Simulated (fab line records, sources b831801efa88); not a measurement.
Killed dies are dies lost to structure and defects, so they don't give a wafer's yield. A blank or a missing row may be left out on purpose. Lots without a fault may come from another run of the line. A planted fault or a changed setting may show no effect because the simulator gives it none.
fab line records | flow sky130
record lots=5 wafers=15 last_day=50
route steps=708 shown LI_CONTACT@368 LOCAL_INTERCONNECT@387
lots that met no fault: from a run of the same line without faults
start_h: hours from the record's first day to the start of the lot's first wafer shown | wait_h: hours since the lot's step before | " the same as in the row above | L1.1+2: a row that stands for several wafers | - no value, or no start given | * or withheld: withheld | < > ~ a bound
route shown NAME@n: a module of which the file shows steps, and the number in the route of the first | usual: mean/standard deviation of fault-free wafers | same: alike in all rows | chamber/n: place in a boat | sites: the reading at each site | _std_site: their standard deviation | _edge_site: outer sites' mean less inner sites' | radius_mm: how far each site lies from the wafer's centre | mask NAME#n: copy n | behind: the tool/chamber that last shaped the wafer | hold: why the lot was held/for how many hours/how that ended | device: the transistor (n, p or np) that didn't switch | end of line: the same wafers' tests at the end of the route | a step without rows: its recipe alone | killed: dies lost to structure and defects at the first sort, not the wafer's yield | map: a wafer's dies, x killed, . not, _ none there
set.NAME: the setting as run; set.NAME@STEP: as run at that earlier step | model.NAME: the simulator's own value behind a step, which no gauge read
lots at some steps of the route; a table a step, a row a wafer
services: from which hour (start_h, from the record's first day; less than 0 if before it) a tool's chamber was out of use, for how many hours, and why
## steps
# step SKY_LI_CONTACT_COAT_06
# recipe resist=BARC temp_c=withheld time_s=withheld spin_rpm=3000 resist_thk_nm=60
# usual spin_speed_rpm=3000.0/2
# columns lot.wafer tool chamber start_h wait_h spin_speed_rpm
L083.1 litho_track-02 0 738.04 0.1 2999.5
L083.2 " 0 " " 2997.1
L083.4 " 0 " " 2999.3
L084.1 litho_track-03 0 740.27 0.1 2998.2
L084.4 " 0 " " 3000.2
L084.5 " 0 " " 3002.0
L093.2 litho_track-01 0 830.84 0.1 3002.1
L093.3 " 0 " " 2998.0
L093.5 " 0 " " 3001.8
L097.2 litho_track-02 0 835.66 0.1 3002.6
L097.4 " 0 " " 3000.7
L097.5 " 0 " " 3000.7
L096.4 litho_track-03 0 839.75 0.1 2999.9
L096.5 " 0 " " 3001.0
L096.6 " 0 " " 3003.3
# step SKY_LI_CONTACT_COAT_07
# recipe resist=KrF-thick spin_rpm=3000 resist_thk_nm=450
# usual spin_speed_rpm=3000.2/2.1
# columns lot.wafer tool chamber start_h wait_h spin_speed_rpm
L083.1 litho_track-02 0 - - 3003.8
L083.2 " 0 " " 3003.2
L083.4 " 0 " " 3004.2
L084.1 litho_track-03 0 - - 3000.3
L084.4 " 0 " " 3000.4
L084.5 " 0 " " 2999.7
L093.2 litho_track-01 0 - - 2995.3
L093.3 " 0 " " 2999.8
L093.5 " 0 " " 2993.6
L097.2 litho_track-02 0 - - 2995.9
L097.4 " 0 " " 2997.4
L097.5 " 0 " " 3002.5
L096.4 litho_track-03 0 - - 2999.4
L096.5 " 0 " " 3001.7
L096.6 " 0 " " 2999.1
# step SKY_LI_CONTACT_SOFTBAKE_08
# recipe temp_c=100 time_s=90 resist=KrF-thick
# same time_s=90
# columns lot.wafer tool chamber start_h wait_h
L083.1+2+4 litho_track-02 0 - -
L084.1+4+5 litho_track-03 0 - -
L093.2+3+5 litho_track-01 0 - -
L097.2+4+5 litho_track-02 0 - -
L096.4+5+6 litho_track-03 0 - -
# step SKY_LI_CONTACT_EXPOSE_09
# recipe mask_id=LICM1 na=0.8 source_shape=annular sigma_inner=0.55 sigma_outer=0.85 target_cd_nm=170 dose_mj=38.89
# usual reticle_temp_C=22.99/0.12
# same na=0.8
# columns lot.wafer tool chamber start_h wait_h mask reticle_temp_C
L083.1 krf_scanner-01 0 - - LICM1#0 23.05
L083.2 " 0 " " LICM1#0 23.03
L083.4 " 0 " " LICM1#0 23.07
L084.1 krf_scanner-02 0 - - LICM1#0 22.99
L084.4 " 0 " " LICM1#0 22.90
L084.5 " 0 " " LICM1#0 22.95
L093.2 krf_scanner-01 0 - - LICM1#0 22.85
L093.3 " 0 " " LICM1#0 22.81
L093.5 " 0 " " LICM1#0 23.00
L097.2 krf_scanner-02 0 - - LICM1#0 22.95
L097.4 " 0 " " LICM1#0 23.00
L097.5 " 0 " " LICM1#0 22.84
L096.4 krf_scanner-02 0 - - LICM1#0 22.92
L096.5 " 0 " " LICM1#0 23.11
L096.6 " 0 " " LICM1#0 23.15
# step SKY_LI_CONTACT_PEB_10
# recipe peb_temp_c=withheld peb_time_s=withheld resist=KrF-thick
# columns lot.wafer tool chamber start_h wait_h
L083.1+2+4 litho_track-02 0 - -
L084.1+4+5 litho_track-01 0 - -
L093.2+3+5 litho_track-03 0 - -
L097.2+4+5 litho_track-02 0 - -
L096.4+5+6 litho_track-02 0 - -
# step SKY_LI_CONTACT_DEVELOP_11
# recipe develop_time_s=60 resist=KrF-thick dev_temp_c=21
# columns lot.wafer tool chamber start_h wait_h
L083.1+2+4 litho_track-02 0 - -
L084.1+4+5 litho_track-01 0 - -
L093.2+3+5 litho_track-03 0 - -
L097.2+4+5 litho_track-02 0 - -
L096.4+5+6 litho_track-02 0 - -
# step SKY_LI_CONTACT_CD_MEAS_12
# recipe target_cd_nm=170
# usual cd_nm=169.6/1.5
# columns lot.wafer tool chamber start_h wait_h cd_nm
L083.1 cd_sem-01 - 752.19 - 170.3
L083.2 " - " " 173.1
L083.4 " - " " 171.4
L084.1 cd_sem-01 - 754.86 - 169.1
L084.4 " - " " 169.3
L084.5 " - " " 170.0
L093.2 cd_sem-01 - 844.89 - 170.2
L093.3 " - " " 170.3
L093.5 " - " " 168.3
L097.2 cd_sem-01 - 848.71 - 168.3
L097.4 " - " " 169.4
L097.5 " - " " 169.3
L096.4 cd_sem-01 - 852.55 - 171.3
L096.5 " - " " 169.2
L096.6 " - " " 170.3
# step SKY_LI_CONTACT_OVL_MEAS_13
# usual LI_CONTACT_OVL=1/5.3
# columns lot.wafer tool chamber start_h wait_h LI_CONTACT_OVL[nm]
L083.1 overlay-02 - 752.31 0.1 -2
L083.2 " - " " -6
L083.4 " - " " -1
L084.1 overlay-02 - 754.98 0.1 4
L084.4 " - " " 4
L084.5 " - " " 8
L093.2 overlay-02 - 845.00 0.1 13
L093.3 " - " " 13
L093.5 " - " " 11
L097.2 overlay-01 - 848.81 0.1 -2
L097.4 " - " " 1
L097.5 " - " " -6
L096.4 overlay-01 - 852.63 0.1 -3
L096.5 " - " " 0
L096.6 " - " " -7
# step SKY_LI_CONTACT_ETCH_14
# recipe chemistry=N2/H2 target=BARC ion_energy_ev=200 source_w=500 bias_w=100 pressure_mtorr=30 n2_flow_sccm=100 h2_flow_sccm=200 stop_on=SiO2 time_s=45.9 target_depth_a=600
# usual chamber_pressure_mTorr=30.004/0.03 drypump_motor_current_A=5.8/0.31 oes_product_au=0.854/0.0049 throttle_valve_pct=13.225/0.0097
# same time_s=45.9
# columns lot.wafer tool chamber start_h wait_h chamber_pressure_mTorr drypump_motor_current_A oes_product_au rf_hours_counter_h throttle_valve_pct
L083.1 rie_diel-03 2 752.35 0.0 30.040 5.4 0.851 14 13.245
L083.2 " 0 " " 30.039 5.6 0.851 6 13.232
L083.4 " 1 " " 29.972 5.9 0.845 14 13.217
L084.1 rie_diel-03 2 755.02 0.0 29.994 5.4 0.856 14 13.231
L084.4 " 0 " " 30.032 5.6 0.863 6 13.231
L084.5 " 2 " " 29.969 5.4 0.855 - 13.207
L093.2 rie_diel-03 1 845.03 0.0 29.982 5.9 0.853 16 13.217
L093.3 " 2 " " 29.999 5.4 0.855 16 13.232
L093.5 " 2 " " 29.959 5.4 0.854 - 13.220
L097.2 rie_diel-02 1 848.84 0.0 29.998 5.8 0.860 12 13.216
L097.4 " 3 " " 29.988 6.5 0.851 28 13.219
L097.5 " 2 " " 29.994 5.5 0.856 - 13.222
L096.4 rie_diel-01 2 852.64 0.0 29.990 6.0 0.852 21 13.219
L096.5 " 0 " " 29.964 6.0 0.848 - 13.245
L096.6 " 3 " " 30.018 5.2 0.862 - 13.237
# step SKY_LI_CONTACT_ETCH_15
# recipe target=PSG chemistry=C4F8/O2/Ar stop_on=Si taper_deg=4.15 mask_material=KrF-thick source_w=1500 bias_w=1200 pressure_mtorr=40 c4f8_flow_sccm=withheld O2_flow_sccm=6 Ar_flow_sccm=300 time_s=withheld target_depth_a=6000
# usual chamber_pressure_mTorr=40.00/0.035 oes_product_au=0.838/0.0049
# columns lot.wafer tool chamber start_h wait_h chamber_pressure_mTorr oes_product_au
L083.1 rie_diel-03 2 752.39 0.0 40.01 0.840
L083.2 " 0 " " 39.99 0.838
L083.4 " 1 " " 39.99 0.837
L084.1 rie_diel-03 2 755.06 0.0 39.99 0.838
L084.4 " 0 " " 40.01 0.843
L084.5 " 2 " " 40.03 0.842
L093.2 rie_diel-03 1 845.07 0.0 40.01 0.831
L093.3 " 2 " " 40.00 0.839
L093.5 " 2 " " 40.01 0.838
L097.2 rie_diel-02 1 848.89 0.0 40.01 0.834
L097.4 " 3 " " 39.98 0.834
L097.5 " 2 " " 39.96 0.841
L096.4 rie_diel-01 2 852.69 0.0 40.00 0.834
L096.5 " 0 " " 39.95 0.835
L096.6 " 3 " " 39.95 0.829
# step SKY_LI_CONTACT_STRIP_16
# recipe chemistry=O2/N2 power_w=1400 pressure_mtorr=1500 platen_temp_c=withheld o2_flow_sccm=3000 n2_flow_sccm=300 overash_fraction=0.5
# usual chamber_pressure_mTorr=1499.8/1.4 drypump_motor_current_A=5.7/0.39 oes_product_au=0.375/0.0051 strip_time_to_endpoint_s=3.50/0.032
# same overash_fraction=0.5
# columns lot.wafer tool chamber start_h wait_h chamber_pressure_mTorr drypump_motor_current_A oes_product_au rf_hours_counter_h strip_time_to_endpoint_s
L083.1 plasma_asher-02 1 752.48 - 1502.4 6.1 0.378 64 3.50
L083.2 " 0 " " 1499.1 6.0 0.378 64 3.49
L083.4 " 1 " " 1499.7 6.0 0.368 - 3.51
L084.1 plasma_asher-01 0 755.15 - 1500.0 5.6 0.368 1 3.46
L084.4 " 1 " " 1499.9 4.9 0.378 - 3.44
L084.5 " 0 " " 1498.1 5.6 0.374 - 3.48
L093.2 plasma_asher-03 0 845.16 - 1500.8 5.8 0.380 99 3.50
L093.3 " 0 " " 1497.2 5.8 0.374 - 3.44
L093.5 " 0 " " 1500.2 5.8 0.368 - 3.45
L097.2 plasma_asher-02 1 848.97 - 1496.8 6.0 0.380 74 3.50
L097.4 " 1 " " 1498.5 6.0 0.374 - 3.49
L097.5 " 0 " " 1499.1 6.0 0.377 - 3.56
L096.4 plasma_asher-03 1 852.80 - 1500.7 5.7 0.376 - 3.52
L096.5 " 0 " " 1502.3 5.8 0.370 - 3.48
L096.6 " 1 " " 1498.2 5.8 0.374 - 3.47
# step SKY_LI_CONTACT_CLEAN_17
# recipe chemistry=NMP time_s=600 temp_c=60 dry=n2_spin
# same time_s=600
# columns lot.wafer tool chamber start_h wait_h
L083.1+2+4 wet_bench-01 3 752.62 0.1
L084.1+4+5 wet_bench-02 3 755.25 0.1
L093.2+3+5 wet_bench-01 3 845.26 0.1
L097.2+4+5 wet_bench-02 2 849.17 0.2
L096.4+5+6 wet_bench-03 2 852.87 0.0
# step SKY_LI_CONTACT_PRE_CLEAN_18
# recipe gas=Ar time_s=5.6 bias_v=358
# same time_s=5.6
# columns lot.wafer tool chamber start_h wait_h
L083.1+2+4 pvd_sputter-03 - 752.81 0.0
L084.1+4+5 pvd_sputter-03 - 755.42 0.0
L093.2+3+5 pvd_sputter-01 - 845.45 0.0
L097.2+4+5 pvd_sputter-01 - 849.34 0.0
L096.4+5+6 pvd_sputter-03 - 853.11 0.0
# step SKY_LI_CONTACT_SPUTTER_19
# recipe material=Ti target_thk_nm=20 chamber_pressure_pa=5 power_w=2500 substrate_temp_c=200 time_s=106.37
# usual throttle_valve_pct=29.7/1.4
# same time_s=106.37
# columns lot.wafer tool chamber start_h wait_h throttle_valve_pct
L083.1 pvd_sputter-03 - 752.83 0.0 27.3
L083.2 " - " " 29.6
L083.4 " - " " 29.2
L084.1 pvd_sputter-03 - 755.44 0.0 29.6
L084.4 " - " " 27.3
L084.5 " - " " 29.4
L093.2 pvd_sputter-01 - 845.47 0.0 29.3
L093.3 " - " " 29.7
L093.5 " - " " 29.5
L097.2 pvd_sputter-01 - 849.36 0.0 33.2
L097.4 " - " " 29.3
L097.5 " - " " 32.7
L096.4 pvd_sputter-03 - 853.16 0.0 27.5
L096.5 " - " " 29.1
L096.6 " - " " 29.5
# step SKY_LI_CONTACT_SPUTTER_20
# recipe material=TiN target_thk_nm=20 chamber_pressure_pa=5 power_w=4000 time_s=80
# usual throttle_valve_pct=29.7/1.4
# same time_s=80
# columns lot.wafer tool chamber start_h wait_h throttle_valve_pct
L083.1 pvd_sputter-03 - 752.90 0.0 27.5
L083.2 " - " " 29.4
L083.4 " - " " 29.1
L084.1 pvd_sputter-03 - 755.52 0.0 29.3
L084.4 " - " " 27.3
L084.5 " - " " 29.5
L093.2 pvd_sputter-01 - 845.54 0.0 29.7
L093.3 " - " " 29.4
L093.5 " - " " 29.9
L097.2 pvd_sputter-01 - 849.44 0.0 32.7
L097.4 " - " " 29.5
L097.5 " - " " 32.6
L096.4 pvd_sputter-03 - 853.22 0.0 27.3
L096.5 " - " " 29.0
L096.6 " - " " 29.6
# step SKY_LI_CONTACT_CVD_21
# recipe material=W target_thk_nm=400 time_s=120.56 temp_c=400 pressure_torr=40
# usual heater_power_outer_w=547/81 heater_power_w=894/110
# same time_s=120.56
# columns lot.wafer tool chamber start_h wait_h heater_power_outer_w heater_power_w
L083.1 cvd_w-01 1 752.96 0.0 631 993
L083.2 " 0 " " 497 878
L083.4 " 0 " " 481 868
L084.1 cvd_w-02 0 755.58 0.0 445 741
L084.4 " 0 " " 435 746
L084.5 " 1 " " 633 998
L093.2 cvd_w-02 1 845.61 0.0 634 973
L093.3 " 1 " " 624 979
L093.5 " 1 " " 653 988
L097.2 cvd_w-01 1 849.50 0.0 632 995
L097.4 " 1 " " 626 986
L097.5 " 1 " " 633 980
L096.4 cvd_w-01 0 853.30 0.0 497 852
L096.5 " 1 " " 635 1013
L096.6 " 0 " " 500 854
# step SKY_LI_CONTACT_RS_MEAS_22
# recipe thk_meas_gauge=four-point-probe reads=W_of_LI_CONTACT_CVD_21+TiN_of_LI_CONTACT_SPUTTER_20+Ti_of_LI_CONTACT_SPUTTER_19
# usual LI_CONTACT_W_RS=0.283/0.0041
# columns lot.wafer tool chamber start_h wait_h LI_CONTACT_W_RS[ohm/sq]
L083.1 film_metro-02 - 753.09 0.1 0.274
L083.2 " - " " 0.287
L083.4 " - " " 0.284
L084.1 film_metro-04 - 755.71 0.1 0.284
L084.4 " - " " 0.283
L084.5 " - " " 0.285
L093.2 film_metro-04 - 845.75 0.1 0.283
L093.3 " - " " 0.283
L093.5 " - " " 0.284
L097.2 film_metro-04 - 849.64 0.1 0.275
L097.4 " - " " 0.276
L097.5 " - " " 0.279
L096.4 film_metro-03 - 853.44 0.1 0.285
L096.5 " - " " 0.277
L096.6 " - " " 0.288
# step SKY_LI_CONTACT_THK_MEAS_23
# recipe thk_meas_gauge=xrf reads=W_of_LI_CONTACT_CVD_21
# usual LI_CONTACT_W_THK=414/8
# columns lot.wafer tool chamber start_h wait_h LI_CONTACT_W_THK[nm]
L083.1 film_metro-02 - 753.21 0.1 422
L083.2 " - " " 404
L083.4 " - " " 411
L084.1 film_metro-04 - 755.83 0.1 411
L084.4 " - " " 409
L084.5 " - " " 410
L093.2 film_metro-04 - 845.86 0.1 414
L093.3 " - " " 419
L093.5 " - " " 415
L097.2 film_metro-04 - 849.75 0.1 431
L097.4 " - " " 430
L097.5 " - " " 423
L096.4 film_metro-03 - 853.53 0.1 412
L096.5 " - " " 425
L096.6 " - " " 410
# step SKY_LI_CONTACT_CMP_24
# recipe stop_on=PSG t_overpolish_s=20 down_force_psi=3.5 platen_rpm=60 target_thk_nm=0 pad_velocity_m_s=0.94248
# usual motor_current_A=11.4/0.86 overpolish_run_s=19.999/0.0084 time_to_endpoint_s=97/3.8
# columns lot.wafer tool chamber start_h wait_h motor_current_A overpolish_run_s time_to_endpoint_s
L083.2 cmp-01 3 753.27 0.0 10.7 20.005 99
L083.1 " 0 " " 11.0 20.012 103
L083.4 " 1 " " 10.3 19.999 98
L084.1 cmp-01 3 755.94 0.1 10.5 20.013 103
L084.4 " 0 " " 11.4 20.003 101
L084.5 " 3 " " 10.3 20.009 101
L093.2 cmp-02 1 845.96 0.1 11.2 19.991 104
L093.3 " 3 " " 11.8 19.995 96
L093.5 " 1 " " 11.4 19.992 101
L097.2 cmp-01 0 849.89 0.1 11.7 20.016 103
L097.4 " 2 " " 10.5 19.988 104
L097.5 " 1 " " 10.9 19.996 99
L096.4 cmp-01 3 853.61 0.1 10.2 20.004 95
L096.6 " 2 " " 10.6 20.008 91
L096.5 " 3 " " 10.3 20.003 98
# step SKY_LOCAL_INTERCONNECT_SPUTTER_00
# recipe material=TiN target_thk_nm=100 temp_c=300 power_w=6500 time_s=83.3 chamber_pressure_pa=0.4
# usual throttle_valve_pct=30.1/1.4
# same time_s=83.3
# columns lot.wafer tool chamber start_h wait_h throttle_valve_pct
L083.1 pvd_sputter-02 - 753.57 0.2 28.8
L083.2 " - " " 32.0
L083.4 " - " " 31.4
L084.1 pvd_sputter-04 - 756.19 0.2 29.5
L084.4 " - " " 31.3
L084.5 " - " " 29.5
L093.2 pvd_sputter-03 - 846.21 0.2 27.4
L093.3 " - " " 29.4
L093.5 " - " " 28.8
L097.2 pvd_sputter-03 - 850.19 0.2 28.7
L097.4 " - " " 29.1
L097.5 " - " " 29.1
L096.4 pvd_sputter-04 - 853.86 0.2 28.2
L096.5 " - " " 29.7
L096.6 " - " " 29.4
# step SKY_LOCAL_INTERCONNECT_RS_MEAS_01
# recipe thk_meas_gauge=four-point-probe reads=TiN_of_LOCAL_INTERCONNECT_SPUTTER_00
# usual LOCAL_INTERCONNECT_TIN_RS=14.14/0.19
# columns lot.wafer tool chamber start_h wait_h LOCAL_INTERCONNECT_TIN_RS[ohm/sq]
L083.1 film_metro-04 - 753.63 0.0 14.43
L083.2 " - " " 14.28
L083.4 " - " " 14.26
L084.1 film_metro-02 - 756.25 0.0 14.21
L084.4 " - " " 13.90
L084.5 " - " " 14.17
L093.2 film_metro-02 - 846.29 0.1 14.01
L093.3 " - " " 14.03
L093.5 " - " " 14.21
L097.2 film_metro-01 - 850.27 0.1 14.20
L097.4 " - " " 14.14
L097.5 " - " " 14.20
L096.4 film_metro-04 - 853.98 0.1 13.95
L096.5 " - " " 14.13
L096.6 " - " " 14.15
# step SKY_LOCAL_INTERCONNECT_THK_MEAS_02
# recipe thk_meas_gauge=xrf reads=TiN_of_LOCAL_INTERCONNECT_SPUTTER_00
# usual LOCAL_INTERCONNECT_TIN_THK=98.7/1.3
# columns lot.wafer tool chamber start_h wait_h LOCAL_INTERCONNECT_TIN_THK[nm]
L083.1 film_metro-04 - 753.75 0.1 97.7
L083.2 " - " " 99.0
L083.4 " - " " 98.7
L084.1 film_metro-02 - 756.37 0.1 97.8
L084.4 " - " " 100.2
L084.5 " - " " 98.3
L093.2 film_metro-02 - 846.40 0.1 99.8
L093.3 " - " " 98.8
L093.5 " - " " 98.5
L097.2 film_metro-01 - 850.38 0.1 97.5
L097.4 " - " " 97.8
L097.5 " - " " 98.0
L096.4 film_metro-04 - 854.07 0.1 100.4
L096.5 " - " " 99.1
L096.6 " - " " 99.2
# step SKY_LOCAL_INTERCONNECT_DEHYDRATE_03
# recipe temp_c=200 time_s=60
# same time_s=60
# columns lot.wafer tool chamber start_h wait_h
L083.1+2+4 litho_track-02 0 766.14 12.4
L084.1+4+5 litho_track-03 0 768.27 11.9
L093.2+3+5 litho_track-03 0 858.50 12.1
L097.2+4+5 litho_track-03 0 863.50 13.1
L096.4+5+6 litho_track-02 0 867.41 13.3
# step SKY_LOCAL_INTERCONNECT_HMDS_04
# recipe prime_time_s=60 prime_temp_c=120
# columns lot.wafer tool chamber start_h wait_h
L083.1+2+4 litho_track-02 0 766.29 0.1
L084.1+4+5 litho_track-03 0 768.42 0.1
L093.2+3+5 litho_track-03 0 858.65 0.1
L097.2+4+5 litho_track-03 0 863.65 0.1
L096.4+5+6 litho_track-02 0 867.56 0.1
# step SKY_LOCAL_INTERCONNECT_COAT_05
# recipe resist=BARC temp_c=withheld time_s=withheld spin_rpm=3000 resist_thk_nm=59.36
# usual spin_speed_rpm=3000.0/2
# columns lot.wafer tool chamber start_h wait_h spin_speed_rpm
L083.1 litho_track-02 0 766.44 0.1 2997.4
L083.2 " 0 " " 2998.4
L083.4 " 0 " " 2999.3
L084.1 litho_track-03 0 768.57 0.1 2999.5
L084.4 " 0 " " 3004.1
L084.5 " 0 " " 3002.6
L093.2 litho_track-03 0 858.80 0.1 2999.0
L093.3 " 0 " " 2997.7
L093.5 " 0 " " 2998.1
L097.2 litho_track-03 0 863.80 0.1 3001.3
L097.4 " 0 " " 3005.8
L097.5 " 0 " " 2996.9
L096.4 litho_track-02 0 867.71 0.1 3003.1
L096.5 " 0 " " 3002.2
L096.6 " 0 " " 3002.5
# step SKY_LOCAL_INTERCONNECT_COAT_06
# recipe resist=KrF-thick spin_rpm=3000 resist_thk_nm=450
# usual spin_speed_rpm=3000.0/1.9
# columns lot.wafer tool chamber start_h wait_h spin_speed_rpm
L083.1 litho_track-02 0 - - 3000.3
L083.2 " 0 " " 2999.2
L083.4 " 0 " " 3000.3
L084.1 litho_track-03 0 - - 3004.5
L084.4 " 0 " " 3002.7
L084.5 " 0 " " 3001.0
L093.2 litho_track-03 0 - - 3001.9
L093.3 " 0 " " 2999.8
L093.5 " 0 " " 2996.6
L097.2 litho_track-03 0 - - 2999.6
L097.4 " 0 " " 3000.1
L097.5 " 0 " " 2999.7
L096.4 litho_track-02 0 - - 3001.9
L096.5 " 0 " " 3001.6
L096.6 " 0 " " 2998.5
# step SKY_LOCAL_INTERCONNECT_SOFTBAKE_07
# recipe temp_c=100 time_s=90 resist=KrF-thick
# same time_s=90
# columns lot.wafer tool chamber start_h wait_h
L083.1+2+4 litho_track-02 0 - -
L084.1+4+5 litho_track-03 0 - -
L093.2+3+5 litho_track-03 0 - -
L097.2+4+5 litho_track-03 0 - -
L096.4+5+6 litho_track-02 0 - -
# step SKY_LOCAL_INTERCONNECT_EXPOSE_08
# recipe mask_id=LI1M na=0.8 source_shape=annular sigma_inner=0.55 sigma_outer=0.85 target_cd_nm=170 dose_mj=28
# usual reticle_temp_C=23.01/0.1
# same na=0.8
# columns lot.wafer tool chamber start_h wait_h mask reticle_temp_C
L083.1 krf_scanner-01 0 - - LI1M#0 22.94
L083.2 " 0 " " LI1M#0 23.02
L083.4 " 0 " " LI1M#0 22.99
L084.1 krf_scanner-01 0 - - LI1M#0 23.27
L084.4 " 0 " " LI1M#0 23.07
L084.5 " 0 " " LI1M#0 23.13
L093.2 krf_scanner-01 0 - - LI1M#0 22.97
L093.3 " 0 " " LI1M#0 22.96
L093.5 " 0 " " LI1M#0 22.93
L097.2 krf_scanner-01 0 - - LI1M#0 22.99
L097.4 " 0 " " LI1M#0 22.97
L097.5 " 0 " " LI1M#0 22.98
L096.4 krf_scanner-01 0 - - LI1M#0 22.93
L096.5 " 0 " " LI1M#0 22.93
L096.6 " 0 " " LI1M#0 22.94
# step SKY_LOCAL_INTERCONNECT_PEB_09
# recipe peb_temp_c=withheld peb_time_s=withheld resist=KrF-thick
# columns lot.wafer tool chamber start_h wait_h
L083.1+2+4 litho_track-02 0 - -
L084.1+4+5 litho_track-04 0 - -
L093.2+3+5 litho_track-04 0 - -
L097.2+4+5 litho_track-04 0 - -
L096.4+5+6 litho_track-03 0 - -
# step SKY_LOCAL_INTERCONNECT_DEVELOP_10
# recipe develop_time_s=60 resist=KrF-thick dev_temp_c=21
# columns lot.wafer tool chamber start_h wait_h
L083.1+2+4 litho_track-02 0 - -
L084.1+4+5 litho_track-04 0 - -
L093.2+3+5 litho_track-04 0 - -
L097.2+4+5 litho_track-04 0 - -
L096.4+5+6 litho_track-03 0 - -
# step SKY_LOCAL_INTERCONNECT_CD_MEAS_11
# recipe target_cd_nm=170
# usual cd_nm=169.9/1.3
# columns lot.wafer tool chamber start_h wait_h cd_nm
L083.1 cd_sem-01 - 780.79 - 167.5
L083.2 " - " " 168.1
L083.4 " - " " 169.9
L084.1 cd_sem-02 - 783.38 - 170.4
L084.4 " - " " 169.3
L084.5 " - " " 169.8
L093.2 cd_sem-01 - 872.70 - 170.8
L093.3 " - " " 169.7
L093.5 " - " " 170.2
L097.2 cd_sem-02 - 876.70 - 169.6
L097.4 " - " " 170.0
L097.5 " - " " 169.7
L096.4 cd_sem-02 - 880.28 - 171.2
L096.5 " - " " 172.8
L096.6 " - " " 170.7
# step SKY_LOCAL_INTERCONNECT_OVL_MEAS_12
# usual LOCAL_INTERCONNECT_OVL=1/4.7
# columns lot.wafer tool chamber start_h wait_h LOCAL_INTERCONNECT_OVL[nm]
L083.1 overlay-02 - 780.91 0.1 -2
L083.2 " - " " -6
L083.4 " - " " 4
L084.1 overlay-01 - 783.50 0.1 -3
L084.4 " - " " -2
L084.5 " - " " 2
L093.2 overlay-01 - 872.81 0.1 9
L093.3 " - " " 2
L093.5 " - " " 2
L097.2 overlay-01 - 876.81 0.1 -6
L097.4 " - " " 1
L097.5 " - " " -4
L096.4 overlay-02 - 880.36 0.1 6
L096.5 " - " " 5
L096.6 " - " " 6
# step SKY_LOCAL_INTERCONNECT_ETCH_13
# recipe chemistry=N2/H2 target=BARC ion_energy_ev=200 bias_w=100 pressure_mtorr=30 n2_flow_sccm=100 h2_flow_sccm=200 icp_w=500 stop_on=SiO2 time_s=45.9 target_depth_a=600
# usual chamber_pressure_mTorr=30.000/0.029 drypump_motor_current_A=5.5/0.38 he_backside_leak_sccm=3.25/0.19 oes_product_au=0.850/0.0049 throttle_valve_pct=13.224/0.0089
# same time_s=45.9
# columns lot.wafer tool chamber start_h wait_h chamber_pressure_mTorr drypump_motor_current_A he_backside_leak_sccm oes_product_au rf_hours_counter_h throttle_valve_pct
L083.1 rie_metal-01 0 780.94 0.0 29.971 5.8 3.38 0.861 4 13.223
L083.2 " 1 " " 30.009 5.0 3.03 0.855 7 13.228
L083.4 " 0 " " 30.037 5.8 3.33 0.845 - 13.222
L084.1 rie_metal-01 0 783.54 0.0 29.980 5.8 3.26 0.847 4 13.223
L084.4 " 1 " " 30.017 5.0 3.06 0.846 - 13.236
L084.5 " 0 " " 30.028 5.8 3.17 0.843 - 13.223
L093.2 rie_metal-01 1 872.84 0.0 30.040 5.0 2.97 0.851 10 13.224
L093.3 " 1 " " 29.984 5.0 3.13 0.856 - 13.233
L093.5 " 0 " " 30.012 5.8 3.10 0.855 - 13.211
L097.2 rie_metal-03 1 876.84 0.0 29.978 5.4 3.20 0.852 8 13.228
L097.4 " 0 " " 30.037 4.9 3.17 0.847 - 13.216
L097.5 " 1 " " 30.018 5.4 3.18 0.858 - 13.205
L096.4 rie_metal-03 0 880.40 0.0 30.045 4.9 3.22 0.846 - 13.227
L096.5 " 1 " " 29.963 5.4 3.28 0.850 - 13.215
L096.6 " 0 " " 30.010 4.9 3.21 0.850 - 13.237
# step SKY_LOCAL_INTERCONNECT_METAL_ETCH_14
# recipe target_depth_nm=110 stop_on=PSG chemistry=Cl2/BCl3 target=TiN resist_sidewall_deg=88 pressure_mtorr=10 icp_w=900 bias_w=48.5 Cl2_flow_sccm=60 bcl3_flow_sccm=30 time_s=31.4
# usual bcl3_flow_sccm=30.00/0.09 chamber_pressure_mTorr=9.999/0.0085 drypump_motor_current_A=5.5/0.38 he_backside_leak_sccm=3.27/0.17 oes_product_au=0.942/0.0081 throttle_valve_pct=21.899/0.0096
# same time_s=31.4
# columns lot.wafer tool chamber start_h wait_h bcl3_flow_sccm chamber_pressure_mTorr drypump_motor_current_A he_backside_leak_sccm oes_product_au rf_hours_counter_h throttle_valve_pct
L083.1 rie_metal-01 0 781.01 0.0 29.85 9.999 5.8 3.37 0.928 4 21.897
L083.2 " 1 " " 29.92 10.016 5.0 3.22 0.934 7 21.898
L083.4 " 0 " " 29.88 9.999 5.8 3.35 0.934 - 21.893
L084.1 rie_metal-01 0 783.60 0.0 30.02 10.008 5.8 3.35 0.933 4 21.911
L084.4 " 1 " " 30.11 10.013 5.0 3.03 0.951 - 21.907
L084.5 " 0 " " 30.14 9.999 5.8 3.29 0.941 - 21.893
L093.2 rie_metal-01 1 872.90 0.0 30.22 9.985 5.0 3.19 0.952 10 21.896
L093.3 " 1 " " 30.14 10.011 5.0 3.15 0.941 - 21.895
L093.5 " 0 " " 29.99 9.997 5.8 3.20 0.941 - 21.905
L097.2 rie_metal-03 1 876.90 0.0 29.83 10.006 5.4 3.21 0.937 8 21.891
L097.4 " 0 " " 30.12 10.009 4.9 3.06 0.928 - 21.897
L097.5 " 1 " " 29.97 9.998 5.4 3.22 0.937 - 21.911
L096.4 rie_metal-03 0 880.46 0.0 30.04 10.017 4.9 3.31 0.951 - 21.904
L096.5 " 1 " " 30.16 9.998 5.4 3.30 0.941 - 21.904
L096.6 " 0 " " 30.18 10.009 4.9 3.31 0.940 - 21.892
## services
# columns tool chamber start_h hours kind
rie_diel-02 3 720.30 4.8 repair
rie_metal-01 - 724.61 1.0 repair
cvd_w-02 - 728.53 0.3 repair
rie_diel-03 3 736.24 5.7 repair
rie_diel-03 0 736.48 1.4 repair
rie_metal-03 0 737.20 2.4 repair
krf_scanner-02 - 738.01 1.3 pm
krf_scanner-01 - 743.31 1.0 pm
cmp-01 - 744.00 4.0 pm
krf_scanner-02 - 747.04 1.0 pm
cmp-01 - 756.23 6.3 pm
krf_scanner-01 - 767.21 0.8 pm
cmp-01 - 786.59 7.0 pm
krf_scanner-02 - 794.75 0.8 pm
cmp-01 - 799.33 0.7 repair
cmp-01 - 804.46 1.1 repair
krf_scanner-01 - 806.13 1.3 pm
rie_metal-01 - 810.45 2.8 pm
rie_metal-01 1 820.07 18.4 repair
krf_scanner-02 - 826.63 1.7 repair
rie_metal-03 - 826.90 15.6 pm
cmp-01 - 835.17 0.3 repair
cvd_w-01 - 845.12 2.8 pm
rie_diel-03 1 869.69 19.0 repair
## key
fault none
